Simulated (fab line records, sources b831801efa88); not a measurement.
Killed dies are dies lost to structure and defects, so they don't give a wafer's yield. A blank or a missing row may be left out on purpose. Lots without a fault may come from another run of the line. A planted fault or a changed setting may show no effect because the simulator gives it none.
A struck lot beside a sound one | flow sky130 | 23 steps out of a route of 708
Sound: wafers L137.2, L137.4, L137.6. Struck: wafers L159.2, L159.3, L159.4. The cause comes at the end.
At each step with rows: each side's tool, then ch and its chambers, then its first start. Under that, the readings that differ: sound wafers | struck wafers | difference of the means | sigmas: that difference in standard deviations of wafers without a fault.
alike: readings whose means differ by less than 2 such deviations, and words and numbers that are the same on both sides. not compared: withheld readings, readings that some wafer has no value for, bounds like >300 that may hide the same value, and numbers for which the record gives no deviation and whose values overlap.
The two part at a step that has a row with sigmas, a row that says differs or no value, or rows on one side only. Numbers that don't overlap but have no deviation are shown without sigmas and don't part them. A reading that every wafer of one side lacks parts them only if that side has two wafers or more.

first, 1 step without rows for these wafers: SKY_SONOS_ONO_DEVELOP_12 (develop time 60 s).
SKY_SONOS_ONO_CD_MEAS_13: target cd 410 nm.
  sound on cd_sem-02, day 12 19:55; struck on cd_sem-01, day 20 20:58
  alike: cd_nm
SKY_SONOS_ONO_OVL_MEAS_14:
  sound on overlay-01, day 12 20:02; struck on overlay-01, day 20 21:05
  alike: SONOS_ONO_OVL
SKY_SONOS_ONO_ETCH_15: etches the open film in CHF3/O2, target depth 19.52 nm, time 7.8 s.
  sound on rie_diel-01 ch 0,1,3, day 12 20:04; struck on rie_diel-04 ch 0,1,3, day 20 21:07
  alike: chf3_flow_sccm, drypump_motor_current_A, oes_product_au, throttle_valve_pct
  not compared: rf_hours_counter_h
then, 1 step without rows for these wafers: SKY_SONOS_ONO_WET_ETCH_16 (etches SiO2 in dHF, target depth 14 nm, time 280 s).
SKY_SONOS_ONO_STRIP_17: strips in O2/N2.
  sound on plasma_asher-03 ch 0,1, day 12 20:10; struck on plasma_asher-02 ch 0,1, day 20 21:13
  alike: drypump_motor_current_A, o2_flow_sccm, oes_product_au, strip_time_to_endpoint_s
  not compared: rf_hours_counter_h
then, 3 steps without rows for these wafers: SKY_SONOS_ONO_WET_ETCH_18 (etches Si3N4 in H3PO4, target depth 15 nm, time 172 s); SKY_GATE_OXIDE_CLEAN_00 (cleans in SC1/SC2, time 150 s); SKY_GATE_OXIDE_OXIDATION_01 (stabilise 600 s, purge 300 s, target thk 10.268 nm).
SKY_GATE_OXIDE_THK_MEAS_02:
  sound on film_metro-01, day 12 21:48; struck on film_metro-03, day 20 22:51
  alike: GATE_OXIDE_OXIDATION_00_THK
then, 2 steps without rows for these wafers: SKY_GATE_OXIDE_DEHYDRATE_03 (time 60 s); SKY_GATE_OXIDE_HMDS_04 (prime time 60 s).
SKY_GATE_OXIDE_COAT_05: resist thk 1140 nm.
  sound on litho_track-03 ch 0, day 13 09:40; struck on litho_track-03 ch 0, day 21 13:45
  reading                                         | sound          | struck            | difference | sigmas
  model.NOVOLAK_of_GATE_OXIDE_COAT_05.thk_nm (nm) | 1139 1140 1138 | 383.9 382.7 383.1 | -755.8     |
  alike: chill_plate_temp_C
then, 3 steps without rows for these wafers: SKY_GATE_OXIDE_SOFTBAKE_06 (time 60 s); SKY_GATE_OXIDE_EXPOSE_07 (exposes mask LVOM, target cd 600 nm); SKY_GATE_OXIDE_PEB_08.
SKY_GATE_OXIDE_DEVELOP_09: develop time 60 s.
  sound on litho_track-02 ch 0, day 13 23:19; struck on litho_track-03 ch 0, day 22 05:30
  reading                                         | sound             | struck            | difference | sigmas
  chill_plate_temp_C (C)                          | 23.05 23.04 23.14 | 22.83 22.91 22.92 | -0.19      | -2
  model.NOVOLAK_of_GATE_OXIDE_COAT_05.thk_nm (nm) | 1139 1140 1137    | 383.5 382.2 382.7 | -755.9     |
SKY_GATE_OXIDE_OVL_MEAS_10:
  sound on overlay-02, day 13 23:27; struck on overlay-01, day 22 05:38
  alike: GATE_OXIDE_OVL
then, 2 steps without rows for these wafers: SKY_GATE_OXIDE_IMPLANT_11; SKY_GATE_OXIDE_WET_ETCH_12 (etches SiO2 in dHF, target depth 16.8 nm, time 336 s).
SKY_GATE_OXIDE_STRIP_13: strips in O2/N2.
  sound on plasma_asher-01 ch 0, day 13 23:44; struck on plasma_asher-02 ch 0,1, day 22 05:55
  reading                      | sound             | struck            | difference | sigmas
  o2_flow_sccm (sccm)          | 2983 2974 2973    | 3003 3002 3001    | +25        | +3
  oes_product_au (a.u.)        | 0.721 0.720 0.718 | 0.456 0.447 0.459 | -0.266     | -62
  strip_time_to_endpoint_s (s) | 14.15 14.18 14.15 | 5.21 5.20 5.20    | -8.96      | -99 or more
  alike: drypump_motor_current_A
  not compared: rf_hours_counter_h
SKY_GATE_OXIDE_TW_MEAS_14:
  sound on film_metro-01, day 13 23:51; struck on film_metro-01, day 22 06:02
  alike: GATE_OXIDE_TW
then, 1 step without rows for these wafers: SKY_PAD_OPEN_PROBE_99.

WHERE THEY PART
First at SKY_GATE_OXIDE_DEVELOP_09; last, within this record, at SKY_GATE_OXIDE_STRIP_13. Later steps at which nothing parts them and some readings are alike: SKY_GATE_OXIDE_TW_MEAS_14.

WHY: what the simulator had put in
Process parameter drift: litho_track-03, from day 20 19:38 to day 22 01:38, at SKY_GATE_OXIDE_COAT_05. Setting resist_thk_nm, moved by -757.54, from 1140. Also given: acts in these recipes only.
